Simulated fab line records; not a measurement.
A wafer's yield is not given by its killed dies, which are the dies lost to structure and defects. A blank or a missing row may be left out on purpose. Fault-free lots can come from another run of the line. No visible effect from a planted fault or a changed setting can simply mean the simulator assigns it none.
A sampling plan put to the test ; flow sky130 ; one line in one fab, 20 faults in these records, each fault weighed on the records of the lots it struck
The plan is the line's own looks: the steps of the route at which a gauge or an inspection reads the wafer and doesn't change it. A look is open to judgement when struck wafers have a number at it and the file gives its usual mean and standard deviation on fault-free wafers. Caught: at a look after the fault's first step, the mean of the struck wafers lies 4 or more of those standard deviations (sigma) from the usual mean. On the tool: the same test on the tool's own readings at the fault's steps. Caught also covers a different recipe on the struck wafers, or a record left blank for those wafers only.

== THE FAULTS, as the simulator had put them in ==
1. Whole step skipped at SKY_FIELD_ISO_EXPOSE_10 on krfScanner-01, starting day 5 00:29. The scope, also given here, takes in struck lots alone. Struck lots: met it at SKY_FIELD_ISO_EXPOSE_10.
2. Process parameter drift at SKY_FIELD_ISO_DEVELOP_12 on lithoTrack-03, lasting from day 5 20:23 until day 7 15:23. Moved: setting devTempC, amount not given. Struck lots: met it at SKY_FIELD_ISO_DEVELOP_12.
3. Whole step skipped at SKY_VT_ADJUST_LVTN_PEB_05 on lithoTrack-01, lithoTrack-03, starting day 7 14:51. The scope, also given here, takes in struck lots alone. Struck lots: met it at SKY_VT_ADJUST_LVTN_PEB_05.
4. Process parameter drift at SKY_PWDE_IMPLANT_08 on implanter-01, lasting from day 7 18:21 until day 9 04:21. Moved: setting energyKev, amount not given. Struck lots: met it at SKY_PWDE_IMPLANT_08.
5. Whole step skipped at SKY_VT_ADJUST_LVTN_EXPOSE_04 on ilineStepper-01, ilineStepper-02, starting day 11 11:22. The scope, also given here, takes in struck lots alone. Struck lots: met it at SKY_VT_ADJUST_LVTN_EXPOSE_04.
6. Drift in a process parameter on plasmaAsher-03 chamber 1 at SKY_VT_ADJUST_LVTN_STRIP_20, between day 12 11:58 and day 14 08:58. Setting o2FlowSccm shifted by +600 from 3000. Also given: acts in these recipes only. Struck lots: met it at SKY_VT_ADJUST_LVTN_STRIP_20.
7. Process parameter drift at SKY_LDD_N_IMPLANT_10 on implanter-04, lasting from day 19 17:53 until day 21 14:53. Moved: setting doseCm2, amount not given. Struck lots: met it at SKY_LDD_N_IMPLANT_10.
8. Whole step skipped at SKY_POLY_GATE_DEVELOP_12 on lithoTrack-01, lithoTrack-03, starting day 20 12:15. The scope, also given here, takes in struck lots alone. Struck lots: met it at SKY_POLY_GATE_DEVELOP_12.
9. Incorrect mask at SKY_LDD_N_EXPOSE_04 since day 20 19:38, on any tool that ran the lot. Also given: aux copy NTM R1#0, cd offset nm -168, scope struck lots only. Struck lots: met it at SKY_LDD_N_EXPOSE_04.
10. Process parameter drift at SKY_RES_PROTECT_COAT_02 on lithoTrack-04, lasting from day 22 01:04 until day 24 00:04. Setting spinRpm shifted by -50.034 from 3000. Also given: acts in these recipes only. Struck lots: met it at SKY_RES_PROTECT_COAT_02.
11. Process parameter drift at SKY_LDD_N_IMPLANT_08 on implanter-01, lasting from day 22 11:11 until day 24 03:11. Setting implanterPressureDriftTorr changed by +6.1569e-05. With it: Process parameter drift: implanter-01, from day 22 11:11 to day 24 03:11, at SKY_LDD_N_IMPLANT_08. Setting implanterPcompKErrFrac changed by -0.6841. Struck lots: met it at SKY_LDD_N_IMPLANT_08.
12. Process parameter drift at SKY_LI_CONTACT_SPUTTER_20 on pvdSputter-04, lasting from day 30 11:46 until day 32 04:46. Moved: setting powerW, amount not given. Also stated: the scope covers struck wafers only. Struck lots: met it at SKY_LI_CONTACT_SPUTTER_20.
13. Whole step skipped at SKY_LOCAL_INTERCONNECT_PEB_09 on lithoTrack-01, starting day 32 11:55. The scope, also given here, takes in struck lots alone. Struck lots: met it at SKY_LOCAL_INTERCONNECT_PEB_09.
14. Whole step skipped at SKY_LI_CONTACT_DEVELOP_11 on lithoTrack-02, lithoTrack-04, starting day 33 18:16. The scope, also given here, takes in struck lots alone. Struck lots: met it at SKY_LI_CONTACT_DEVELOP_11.
15. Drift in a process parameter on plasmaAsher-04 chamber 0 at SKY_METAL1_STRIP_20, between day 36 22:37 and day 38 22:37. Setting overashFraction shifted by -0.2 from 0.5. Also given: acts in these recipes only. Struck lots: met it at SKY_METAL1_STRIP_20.
16. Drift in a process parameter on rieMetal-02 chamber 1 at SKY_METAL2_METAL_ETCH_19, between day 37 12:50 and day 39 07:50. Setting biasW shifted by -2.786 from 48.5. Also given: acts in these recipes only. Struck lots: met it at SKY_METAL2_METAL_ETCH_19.
17. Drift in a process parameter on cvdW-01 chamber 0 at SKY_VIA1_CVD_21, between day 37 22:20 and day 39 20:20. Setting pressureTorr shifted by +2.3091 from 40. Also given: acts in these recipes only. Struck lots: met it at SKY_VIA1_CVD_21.
18. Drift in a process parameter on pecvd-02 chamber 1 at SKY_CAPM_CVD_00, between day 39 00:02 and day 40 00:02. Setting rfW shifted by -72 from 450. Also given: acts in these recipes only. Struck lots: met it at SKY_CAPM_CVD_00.
19. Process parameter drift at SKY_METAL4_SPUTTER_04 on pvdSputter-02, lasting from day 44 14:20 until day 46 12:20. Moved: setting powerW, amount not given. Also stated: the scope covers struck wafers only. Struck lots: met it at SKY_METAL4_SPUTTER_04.
20. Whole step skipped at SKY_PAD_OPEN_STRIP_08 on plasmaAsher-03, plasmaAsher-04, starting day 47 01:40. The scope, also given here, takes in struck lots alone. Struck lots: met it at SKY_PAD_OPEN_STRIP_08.

== WHAT THE PLAN SAW ==
fault;on the tool itself;first look that catches it;reading, sigma;median hours from its first step to that look;hours from the fault's start to the first struck lot there;judged looks passed uncaught
1;no reading that can be judged;no look after it can be judged;-;-;-;0
2;developerTempC -8.7 sigma;none of the 2 looks that can be judged after it;-;-;-;2
3;the tool's record is blank for the struck wafers;not the one look that can be judged after it;-;-;-;1
4;beamEnergyKeV +99 or beyond sigma;not the one look that can be judged after it;-;-;-;1
5;no reading that can be judged;no look after it can be judged;-;-;-;0
6;o2FlowSccm +65 sigma;no look after it can be judged;-;-;-;0
7;doseIonsCm2 -73 sigma;no look after it can be judged;-;-;-;0
8;the tool's record is blank for the struck wafers;no look after it can be judged;-;-;-;0
9;under 2 sigma;no look after it can be judged;-;-;-;0
10;spinSpeedRpm -22 sigma;not the one look that can be judged after it;-;-;-;1
11;endStationPressureTorr +99 or beyond sigma;no look after it can be judged;-;-;-;0
12;cathodeDcPowerW -99 or beyond sigma;none of the 2 looks that can be judged after it;-;-;-;2
13;no reading that can be judged;no look after it can be judged;-;-;-;0
14;the tool's record is blank for the struck wafers;no look after it can be judged;-;-;-;0
15;under 2 sigma;not the one look that can be judged after it;-;-;-;1
16;biasW -17 sigma;not the one look that can be judged after it;-;-;-;1
17;chamberPressureTorr +25 sigma;no look after it can be judged;-;-;-;0
18;rfFwdPowerW -34 sigma;not the one look that can be judged after it;strongest: CAPM_OVL at SKY_CAPM_OVL_MEAS_12, +2.5;-;-;1
19;cathodeDcPowerW +99 or beyond sigma;no look after it can be judged;-;-;-;0
20;the tool's record is blank for the struck wafers;no look after it can be judged;-;-;-;0
A dash: this means the fault isn't caught or the number doesn't appear in these records.

Caught at a look: 0 of 20. Caught on the tool: 15 of 20. By one or the other: 15 of 20.
On the tool alone, faults 2, 3, 4, 6, 7, 8, 10, 11, 12, 14, 16, 17, 18, 19, 20 were caught.
Caught by neither: faults 1, 5, 9, 13, 15.
